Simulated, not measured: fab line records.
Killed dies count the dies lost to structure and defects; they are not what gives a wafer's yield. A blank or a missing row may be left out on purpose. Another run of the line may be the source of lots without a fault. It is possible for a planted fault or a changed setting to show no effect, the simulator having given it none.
Struck lot and sound lot, side by side + flow sky130 + 15 out of 708 route steps
Sound: wafers L435.1, L435.3, L435.4. Wafers struck: L449.1, L449.4, L449.6. At the end, the cause is stated.
For every step that has rows: the tool of each side, followed by ch and its chambers, followed by its first start. Under that, the readings that differ: sound wafers + struck wafers + difference of the means + sigmas: that difference in standard deviations of wafers without a fault.
alike: readings with means less than 2 such deviations apart, plus words and numbers identical on both sides. not compared: withheld readings, readings lacking a value on some wafer, bounds such as >300 that could conceal the same value, and numbers that have no deviation in the record and whose values overlap.
The two part at a step that has a row with sigmas, a row that says differs or no value, or rows on one side only. When numbers do not overlap yet have no deviation, they are printed without sigmas and do not part them. A reading that every wafer of one side lacks parts them only if that side has two wafers or more.

first, 4 steps without rows for these wafers: SKY_POLY_CUT_SOFTBAKE_04 (time 90 s); SKY_POLY_CUT_EXPOSE_05 (exposes mask NPCM, target cd 270 nm); SKY_POLY_CUT_PEB_06; SKY_POLY_CUT_DEVELOP_07 (develop time 60 s).
SKY_POLY_CUT_CD_MEAS_08 targets a cd of 270 nm.
  sound: cd-sem-02 at day 24 10:46; struck: cd-sem-02 at day 29 12:40
  alike: cd-nm
SKY_POLY_CUT_OVL_MEAS_09:
  sound: overlay-01 at day 24 10:53; struck: overlay-01 at day 29 12:47
  alike: POLY_CUT_OVL
SKY_POLY_CUT_ETCH_10: etches BARC in N2/H2, stops on SiO2, time 45.9 s, target depth 60 nm.
  sound on rie-diel-02 ch 1,2,3, day 24 10:56; struck on rie-diel-04 ch 1,2,3, day 29 12:50
  alike: bias-w, chamber-pressure-mTorr, drypump-motor-current-A, oes-product-au, throttle-valve-pct
  not compared: rf-hours-counter-h
SKY_POLY_CUT_ETCH_11: etches Si3N4 in CF4/CH2F2/Ar, stops on poly-Si, time 42.5 s, target depth 60 nm.
  sound on rie-diel-02 ch 1,2,3, day 24 10:58; struck on rie-diel-04 ch 1,2,3, day 29 12:52
  alike: bias-w, ch2f2-flow-sccm, chamber-pressure-mTorr, drypump-motor-current-A, oes-product-au, throttle-valve-pct
  not compared: rf-hours-counter-h
SKY_POLY_CUT_STRIP_12: strips in O2/N2.
  sound on plasma-asher-02 ch 0,1, day 24 11:01; struck on plasma-asher-02 ch 0,1, day 29 12:55
  alike: chamber-pressure-mTorr, drypump-motor-current-A, oes-product-au, strip-time-to-endpoint-s
  not compared: rf-hours-counter-h
then, 3 steps without rows for these wafers: SKY_SD_P_DEHYDRATE_00 (time 60 s); SKY_SD_P_HMDS_01 (prime time 60 s); SKY_SD_P_COAT_02 (resist thk 1140 nm).
SKY_SD_P_SOFTBAKE_03: time 60 s.
  sound on litho-track-03 ch 0, day 25 01:35; struck on litho-track-03 ch 0, day 30 02:17
| reading                  | sound             | struck            | difference                    | sigmas |
|--------------------------|-------------------|-------------------|-------------------------------|--------|
| heater-power-total-W (W) | 56.60 56.65 56.53 | 57.63 57.62 57.55 | +1.01                         | +23    |
| plate-temp-C (C)         | 90.15 90.03 89.96 | - - -             | no value on the struck wafers |        |
| run-length-s (s)         | 88.99 88.95 89.14 | 86.06 86.08 86.14 | -2.93                         | -18    |
  alike: chill-plate-temp-C
then, 1 step without rows for these wafers: SKY_SD_P_EXPOSE_04 (exposes mask PSDM, target cd 380 nm).
-- the record jumps here: 19 days lie between the struck wafers' starts before and after (it left off in module SD_P and takes up again in module PAD_OPEN, whose first step shown is number 708 of the route) --
SKY_PAD_OPEN_PROBE_99:
  sound: prober-02 at day 45 21:00; struck: prober-02 at day 49 10:16
| reading     | sound    | struck   | difference | sigmas |
|-------------|----------|----------|------------|--------|
| killed-open | 39 32 49 | 55 52 60 | +16        | +2     |
  alike: killed_at_M0_to_M3, killed_at_M4_up, killed-at-contacts, killed-at-front-end, killed-at-other, killed-dies, killed-short

WHERE THEY PART
At SKY_SD_P_SOFTBAKE_03 first; at SKY_PAD_OPEN_PROBE_99 last (within this record only).

WHY: whatever the simulator had introduced
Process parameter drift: litho-track-03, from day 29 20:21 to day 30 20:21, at SKY_SD_P_SOFTBAKE_03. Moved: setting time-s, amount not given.
